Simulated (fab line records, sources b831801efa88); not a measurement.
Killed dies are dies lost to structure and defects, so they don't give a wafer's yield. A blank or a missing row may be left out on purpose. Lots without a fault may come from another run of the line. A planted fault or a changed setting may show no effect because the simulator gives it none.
fab line records | flow sfq_line
record lots=7 wafers=21 last_day=81
route steps=325 shown M6@265 I6@266
lots that met no fault: from a run of the same line without faults
start_h: hours from the record's first day to the start of the lot's first wafer shown | wait_h: hours since the lot's step before | " the same as in the row above | L1.1+2: a row that stands for several wafers | - no value, or no start given | * or withheld: withheld | < > ~ a bound
route shown NAME@n: a module of which the file shows steps, and the number in the route of the first | usual: mean/standard deviation of fault-free wafers | same: alike in all rows | chamber/n: place in a boat | sites: the reading at each site | _std_site: their standard deviation | _edge_site: outer sites' mean less inner sites' | radius_mm: how far each site lies from the wafer's centre | mask NAME#n: copy n | behind: the tool/chamber that last shaped the wafer | hold: why the lot was held/for how many hours/how that ended | device: the transistor (n, p or np) that didn't switch | end of line: the same wafers' tests at the end of the route | a step without rows: its recipe alone | killed: dies lost to structure and defects at the first sort, not the wafer's yield | map: a wafer's dies, x killed, . not, _ none there
set.NAME: the setting as run; set.NAME@STEP: as run at that earlier step | model.NAME: the simulator's own value behind a step, which no gauge read
lots at some steps of the route; a table a step, a row a wafer
services: from which hour (start_h, from the record's first day; less than 0 if before it) a tool's chamber was out of use, for how many hours, and why
## steps
# step SFQ_TRILAYER_M6_STRIP_SOLV_CLEAN_164
# recipe chemistry=NMP temp_c=70 time_s=600
# step SFQ_TRILAYER_I6_DEP_PECVD_165
# recipe material=SiO2 temp_c=150 time_s=111.11 pressure_torr=2.4 rf_w=183.3 precursor=SiH4/N2O target_thk_nm=500
# usual heater_power_w=81/13 throttle_valve_pct=25.6/1.5
# columns lot.wafer tool chamber start_h wait_h heater_power_w throttle_valve_pct
L409.1 pecvd-04 0 1619.56 0.0 58 28.4
L409.3 " 1 " " 93 26.1
L409.6 " 2 " " 78 26.3
L410.1 pecvd-02 0 1621.96 0.0 81 25.2
L410.2 " 1 " " 80 24.0
L410.5 " 2 " " 101 25.9
L411.1 pecvd-04 2 1624.36 0.0 79 26.1
L411.2 " 0 " " 56 28.4
L411.4 " 0 " " 59 28.8
L413.1 pecvd-02 0 1703.04 0.0 79 25.5
L413.5 " 2 " " 97 26.2
L413.6 " 1 " " 70 24.0
L414.1 pecvd-04 1 1704.24 0.0 93 26.0
L414.2 " 2 " " 81 26.0
L414.3 " 0 " " 51 28.4
L415.3 pecvd-03 1 1705.44 0.0 80 24.4
L415.4 " 1 " " 64 24.4
L415.5 " 0 " " 93 22.9
L416.2 pecvd-04 0 1707.84 0.0 58 28.4
L416.3 " 1 " " 94 26.1
L416.5 " 2 " " 82 26.0
# step SFQ_TRILAYER_I6_CMP_CMP_166
# recipe material=SiO2 down_force_psi=3 platen_rpm=60 pad_velocity_m_s=0.94248
# usual motor_current_A=10.3/1.2 slurry_filter_dp_kPa=13.49/0.14 slurry_flow_ml_min=150.0/0.48 time_to_endpoint_s=214/6.2
# columns lot.wafer tool chamber start_h wait_h motor_current_A slurry_filter_dp_kPa slurry_flow_ml_min time_to_endpoint_s
L409.1 cmp-02 1 1621.24 1.6 11.4 13.53 149.4 224
L409.3 " 0 1622.74 3.1 9.5 13.47 150.0 213
L409.6 " 1 " " 11.1 13.38 150.0 218
L410.1 cmp-01 1 1622.82 0.8 10.3 13.46 149.6 216
L410.2 " 3 1623.82 1.8 10.7 13.59 150.2 214
L410.5 " 2 1625.32 3.3 8.6 13.38 149.8 215
L411.1 cmp-01 3 1625.82 1.4 11.0 13.35 149.8 209
L411.4 " 0 " " 10.3 13.35 149.7 213
L411.2 " 2 1627.32 2.9 8.0 13.48 150.0 215
L413.1 cmp-02 1 1703.62 0.5 11.2 13.59 150.0 205
L413.5 " 0 1705.12 2.0 9.8 13.41 150.2 212
L413.6 " 1 " " 11.2 13.47 150.4 215
L414.1 cmp-01 0 1704.32 0.0 11.0 13.38 150.0 218
L414.3 " 1 " " 10.1 13.39 149.8 214
L414.2 " 2 " " 8.0 13.47 149.3 219
L415.4 cmp-01 1 1708.32 2.8 9.9 13.54 150.3 219
L415.3 " 2 " " 8.2 13.15 149.8 217
L415.5 " 3 " " 11.0 13.54 150.3 223
L416.3 cmp-02 2 1709.12 1.2 10.2 13.49 150.4 210
L416.2 " 0 1710.12 2.2 10.0 13.43 150.3 210
L416.5 " 2 1711.12 3.2 10.1 13.46 149.2 218
# step SFQ_I6_BOW_MEAS_941
# recipe mode=bow
# usual I6_BOW=4/11
# columns lot.wafer tool chamber start_h wait_h I6_BOW[um]
L409.1 film_metro-03 - 1624.24 2.5 13
L409.3 " - " " 9
L409.6 " - " " 11
L410.1 film_metro-01 - 1625.82 2.5 7
L410.2 " - " " -5
L410.5 " - " " 5
L411.1 film_metro-01 - 1628.82 2.5 5
L411.2 " - " " -13
L411.4 " - " " 2
L413.1 film_metro-01 - 1706.12 2.0 14
L413.5 " - " " 9
L413.6 " - " " 14
L414.1 film_metro-02 - 1707.32 2.5 4
L414.2 " - " " 7
L414.3 " - " " 8
L415.3 film_metro-03 - 1710.36 1.0 -14
L415.4 " - " " -22
L415.5 " - " " -21
L416.2 film_metro-01 - 1712.14 1.5 19
L416.3 " - " " 9
L416.5 " - " " 24
# step SFQ_TRILAYER_I6_METRO_MEASURE_167
# usual thk_nm=199.9/0.73
# columns lot.wafer tool chamber start_h wait_h thk_nm
L409.1 film_metro-03 - 1624.36 0.1 199.9
L409.3 " - " " 200.0
L409.6 " - " " 199.2
L410.1 film_metro-01 - 1625.94 0.1 200.6
L410.2 " - " " 199.8
L410.5 " - " " 201.3
L411.1 film_metro-01 - 1628.94 0.1 199.6
L411.2 " - " " 199.4
L411.4 " - " " 198.8
L413.1 film_metro-01 - 1706.24 0.1 200.0
L413.5 " - " " 198.5
L413.6 " - " " 199.1
L414.1 film_metro-02 - 1707.44 0.1 202.5
L414.2 " - " " 199.5
L414.3 " - " " 200.8
L415.3 film_metro-03 - 1710.84 0.5 201.5
L415.4 " - " " 200.7
L415.5 " - " " 199.8
L416.2 film_metro-01 - 1712.44 0.3 200.3
L416.3 " - " " 200.4
L416.5 " - " " 200.4
# step SFQ_TRILAYER_I6_VIA_LITHO_COAT_174
# recipe resist=BARC spin_rpm=3000 resist_thk_nm=62
# step SFQ_TRILAYER_I6_VIA_LITHO_COAT_169
# recipe resist=KrF spin_rpm=3000 resist_thk_nm=650
# step SFQ_TRILAYER_I6_VIA_LITHO_SOFTBAKE_173
# recipe temp_c=withheld time_s=withheld resist=KrF
# step SFQ_TRILAYER_I6_VIA_LITHO_EXPOSE_170
# recipe mask_id=I6 na=0.6 source_shape=conventional sigma_outer=0.65 target_cd_nm=700 dose_mj=21.3
# step SFQ_TRILAYER_I6_VIA_LITHO_PEB_172
# recipe peb_temp_c=115 peb_time_s=58.87 resist=KrF
# step SFQ_TRILAYER_I6_VIA_LITHO_DEVELOP_171
# recipe time_s=60 resist=KrF
# step SFQ_I6_OVL_MEAS_942
# usual I6_OVL=-1/4.7
# columns lot.wafer tool chamber start_h wait_h I6_OVL[nm]
L409.1 overlay-02 - 1743.20 0.1 0
L409.3 " - " " 1
L409.6 " - " " 4
L410.1 overlay-01 - 1745.60 0.1 -7
L410.2 " - " " 0
L410.5 " - " " 1
L411.1 overlay-02 - 1749.20 0.1 -1
L411.2 " - " " -11
L411.4 " - " " -8
L413.1 overlay-01 - 1821.33 0.1 3
L413.5 " - " " -3
L413.6 " - " " -4
L414.1 overlay-01 - 1826.13 0.1 2
L414.2 " - " " -1
L414.3 " - " " -3
L415.3 overlay-01 - 1830.94 0.1 10
L415.4 " - " " 4
L415.5 " - " " 6
L416.2 overlay-01 - 1832.14 0.1 -4
L416.3 " - " " 0
L416.5 " - " " 4
# step SFQ_TRILAYER_I6_VIA_BARC_OPEN_VIA_ETCH_235
# recipe mask_material=PR chemistry=O2 target_depth_nm=125 target=BARC source_w=500 bias_w=80 pressure_mtorr=30 time_s=41.7
# usual drypump_motor_current_A=5.9/0.45 oes_product_au=0.685/0.0047 run_length_s=69.9/0.42 time_s=41.7/0
# columns lot.wafer tool chamber start_h wait_h drypump_motor_current_A oes_product_au rf_hours_counter_h run_length_s time_s model.KrF_of_TRILAYER_I6_VIA_LITHO_COAT_169.thk_nm
L409.1 rie_diel-02 1 1743.24 0.0 6.4 0.681 1 69.6 41.7 575.3
L409.3 " 3 " " 5.6 0.684 4 69.8 41.7 571.4
L409.6 " 3 " " 5.6 0.692 - 70.0 41.7 571.2
L410.1 rie_diel-04 2 1745.64 0.0 5.9 0.686 21 70.4 41.7 575.1
L410.2 " 3 " " 5.9 0.679 21 70.4 41.7 573.4
L410.5 " 2 " " 5.9 0.680 - 70.8 41.7 574.4
L411.1 rie_diel-01 0 1749.24 0.0 6.8 0.684 14 69.7 41.7 571.9
L411.2 " 3 " " 5.8 0.684 18 69.6 41.7 572
L411.4 " 1 " " 6.3 0.677 2 69.4 41.7 571.4
L413.1 rie_diel-04 3 1821.37 0.0 5.8 0.674 22 70.2 41.7 569.9
L413.5 " 1 " " 5.4 0.692 - 70.0 41.7 569.1
L413.6 " 2 " " 5.9 0.686 - 70.7 41.7 570.6
L414.1 rie_diel-01 2 1826.17 0.0 5.4 0.810 13 60.7 29.19 588
L414.2 " 0 " " 6.8 0.819 14 60.4 29.19 589.4
L414.3 " 1 " " 6.3 0.820 2 59.7 29.19 590
L415.3 rie_diel-02 1 1830.97 0.0 6.4 0.814 2 60.3 29.19 588
L415.4 " 2 " " 5.0 0.808 17 59.9 29.19 586.6
L415.5 " 2 " " 5.0 0.817 - 60.4 29.19 587.7
L416.2 rie_diel-04 0 1832.17 0.0 6.2 0.807 15 59.8 29.19 588.4
L416.3 " 2 " " 5.9 0.825 21 61.6 29.19 586.5
L416.5 " 1 " " 5.4 0.816 - 60.3 29.19 589.1
# step SFQ_TRILAYER_I6_VIA_ETCH_VIA_ETCH_172
# recipe target=SiO2 stop_on=Nb mask_material=PR taper_deg=20 chemistry=CHF3 target_depth_nm=260 source_w=500 bias_w=80 pressure_mtorr=30 time_s=withheld
# usual drypump_motor_current_A=5.9/0.45 oes_product_au=0.855/0.0049
# columns lot.wafer tool chamber start_h wait_h drypump_motor_current_A oes_product_au model.KrF_of_TRILAYER_I6_VIA_LITHO_COAT_169.thk_nm
L409.1 rie_diel-02 1 1743.28 0.0 6.4 0.852 531
L409.3 " 3 " " 5.6 0.854 527
L409.6 " 3 " " 5.6 0.854 527
L410.1 rie_diel-04 2 1745.68 0.0 5.9 0.854 529.8
L410.2 " 3 " " 5.9 0.862 528.8
L410.5 " 2 " " 5.9 0.863 529.5
L411.1 rie_diel-01 0 1749.28 0.0 6.8 0.860 527.1
L411.2 " 3 " " 5.7 0.853 527.2
L411.4 " 1 " " 6.3 0.855 527.1
L413.1 rie_diel-04 3 1821.41 0.0 5.9 0.859 525.5
L413.5 " 1 " " 5.4 0.855 524.6
L413.6 " 2 " " 5.9 0.854 525.9
L414.1 rie_diel-01 2 1826.21 0.0 5.5 0.858 543.3
L414.2 " 0 " " 6.7 0.853 545.2
L414.3 " 1 " " 6.3 0.866 546.4
L415.3 rie_diel-02 1 1831.01 0.0 6.4 0.858 543.7
L415.4 " 2 " " 5.0 0.860 542.6
L415.5 " 2 " " 5.0 0.850 543.7
L416.2 rie_diel-04 0 1832.21 0.0 6.2 0.859 543.9
L416.3 " 2 " " 5.9 0.856 541.4
L416.5 " 1 " " 5.5 0.857 544.8
# step SFQ_TRILAYER_I6_VIA_STRIP_STRIP_173
# recipe gas=O2 power_w=200 platen_temp_c=40 overash_fraction=0.65 chemistry=O2 pressure_mtorr=50
# usual drypump_motor_current_A=5.9/0.52 oes_product_au=1.001/0.0079
# columns lot.wafer tool chamber start_h wait_h drypump_motor_current_A oes_product_au rf_hours_counter_h
L409.1 rie_metal-03 1 1743.39 - 6.1 0.992 41
L409.3 " 1 " " 6.1 1.000 -
L409.6 " 0 " " 6.6 1.000 -
L410.1 rie_metal-01 0 1745.79 - 5.3 0.996 130
L410.2 " 1 " " 6.2 1.013 85
L410.5 " 1 " " 6.3 1.012 -
L411.1 rie_metal-03 1 1749.39 - 6.1 0.999 42
L411.2 " 0 " " 6.6 1.007 30
L411.4 " 0 " " 6.6 0.998 -
L413.1 rie_metal-03 1 1821.52 - 6.1 1.003 51
L413.5 " 1 " " 6.1 0.999 -
L413.6 " 0 " " 6.6 1.002 -
L414.1 rie_metal-02 1 1826.32 - 5.2 0.991 108
L414.2 " 0 " " 6.1 0.998 134
L414.3 " 1 " " 5.2 0.994 -
L415.3 rie_metal-01 1 1831.32 - 6.2 0.998 -
L415.4 " 0 " " 5.3 1.001 -
L415.5 " 0 " " 5.3 1.001 -
L416.2 rie_metal-02 1 1832.32 - 5.2 0.999 109
L416.3 " 1 " " 5.2 0.999 -
L416.5 " 0 " " 6.1 0.991 -
## services
# columns tool chamber start_h hours kind
rie_diel-02 0 1603.61 1.9 repair
film_metro-01 - 1609.04 0.7 pm
film_metro-01 - 1619.24 1.0 pm
rie_diel-04 - 1638.02 0.4 repair
rie_diel-02 0 1652.79 9.0 repair
film_metro-01 - 1654.97 2.4 pm
cmp-01 - 1659.90 3.5 repair
film_metro-01 - 1661.66 9.1 pm
cmp-01 - 1677.21 15.1 pm
rie_diel-02 0 1679.32 3.7 repair
rie_diel-01 0 1719.72 7.5 repair
pecvd-04 - 1721.53 4.3 pm
pecvd-04 - 1727.85 0.3 repair
rie_diel-01 1 1751.90 12.7 repair
cmp-01 - 1760.69 3.2 repair
rie_diel-04 0 1760.80 7.6 repair
cmp-01 - 1770.06 4.0 pm
film_metro-01 - 1776.06 138.6 repair
cmp-01 - 1779.75 0.5 repair
rie_diel-04 0 1785.44 4.1 repair
rie_diel-04 - 1797.03 2.8 pm
rie_diel-01 - 1808.27 0.2 repair
pecvd-04 - 1809.69 6.0 pm
rie_diel-04 0 1811.80 15.2 repair
## key
first_sign step=SFQ_TRILAYER_I6_VIA_BARC_OPEN_VIA_ETCH_235 reading=time_s direction=down sigmas=99+ usual=* struck=*
effect step=SFQ_TRILAYER_I6_VIA_BARC_OPEN_VIA_ETCH_235 reading=oes_product_au direction=up sigmas=28 usual=0.685 struck=0.815
model_effect step=SFQ_TRILAYER_I6_VIA_BARC_OPEN_VIA_ETCH_235 value=KrF_of_TRILAYER_I6_VIA_LITHO_COAT_169.thk_nm without=572.8 struck=588.2
model_effect step=SFQ_TRILAYER_I6_VIA_ETCH_VIA_ETCH_172 value=KrF_of_TRILAYER_I6_VIA_LITHO_COAT_169.thk_nm without=528.5 struck=543.9
met_at SFQ_TRILAYER_I6_VIA_BARC_OPEN_VIA_ETCH_235
struck_wafers L414.1,L414.2,L414.3,L415.3,L415.4,L415.5,L416.2,L416.3,L416.5
onset_between 1821.37 1826.17
fault kind=recipe_version_skew tool=rie_diel-01,rie_diel-02,rie_diel-04 chamber=- onset_h=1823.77 steps=SFQ_TRILAYER_I6_VIA_BARC_OPEN_VIA_ETCH_235 wrong_recipe.time_s=*
